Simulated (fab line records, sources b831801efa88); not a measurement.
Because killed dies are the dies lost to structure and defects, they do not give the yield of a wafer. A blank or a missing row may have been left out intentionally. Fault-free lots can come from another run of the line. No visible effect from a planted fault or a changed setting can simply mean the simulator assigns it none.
Problem report in the 8D (eight disciplines) form, filled by code / flow gf180mcu / the parts of the form that need people (team, actions taken, sign-off) are left out

## 1. WHAT IS WRONG
MVPSD_RS at GF_VT_IMPLANT_RS_MEAS_49 reads a mean of 1271 ohm/sq on 3 wafers of 1 lot; wafers without a fault read 1182 ohm/sq with a standard deviation of 3.8. Relative to the usual mean, that is a shift of +23 standard deviations.
The step: measures by four-point-probe.
Seen first at day 11 02:24 on filmMetro-02, wafer L882.2. Wafers with a number at this step in the record: 36, from 12 lots. Rule for "out" (also "out of limits"): further than 4 standard deviations from the usual mean. The rest of the wafers with a number are treated as sound.

## 2. WHAT IT IS, AND WHAT IT ISN'T
question=which readings at this step | is=MVPSD_RS | is not=-
question=which lots | is=L882 | is not=L870, L871, L872, L873, L874, L875, L876, L887, L889, L890, L893
question=which wafers of those lots | is=all that have a number | is not=-
question=read on which gauges | is=filmMetro-02 | is not=filmMetro-01, filmMetro-03
question=when | is=from day 11 02:24 | is not=up to then (21 sound wafers); but 12 sound wafers of L887, L889, L890, L893 came after

## 3. THE SUSPECTS, EACH WITH WHAT RULES IT OUT
Counting: any tool at a process step up to the reading is kept as a suspect provided that every lot that is out went through it and no sound lot did after the first of them.
- the gauge at GF_VT_IMPLANT_RS_MEAS_49: kept. All the wafers that are out were read on filmMetro-02, and no step on other tools shows them out.
- implanter-04 at GF_MVPSD_IMPLANT_09: kept. It ran the lot that is out, L882 (day 8 03:58), and no sound lot after that; its last sound lot up to then is L875 (day 6 04:46).
Left after counting: implanter-04 at GF_MVPSD_IMPLANT_09, filmMetro-02 at GF_VT_IMPLANT_RS_MEAS_49.

## 4. THE CAUSE (what the simulator had put in)
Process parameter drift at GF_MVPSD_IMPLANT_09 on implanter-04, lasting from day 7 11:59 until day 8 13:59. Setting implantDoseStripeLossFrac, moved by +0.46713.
Counting left 2 suspects, and this tool is among them.

## 5. THE EFFECT CHAIN, in route order
Each row: a reading whose mean over the struck wafers that have a number lies more than 3 standard deviations from the usual. Only readings for which the record gives a usual standard deviation are gone through. hours: the time from each lot's start at the first step in this table that gives one to its start at this step, as a median over the lots. sigmas: the change in usual standard deviations.
hours=0; step=GF_VT_IMPLANT_RS_MEAS_49; reading=MVPSD_RS; usual=1182 ohm/sq; on struck wafers=1271; change=+89; sigmas=+23
At these later measuring or inspecting steps, every struck wafer for which the step has a row has a number for every such reading, and none has moved that far: GF_HV_LDD_CD_MEAS_31, GF_HV_LDD_OVL_MEAS_32.

## 6. HOW IT WOULD HAVE BEEN CAUGHT EARLIER
The first out-of-limits reading at a measuring or inspecting step in this record came at day 11 02:24, 86 hours after the fault's start at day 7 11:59.
By day 11 02:24 the whole set of lots that are out, 1 in number, had already begun GF_MVPSD_IMPLANT_09 on implanter-04. Had the tool been put on hold then, not one of them would have been saved.
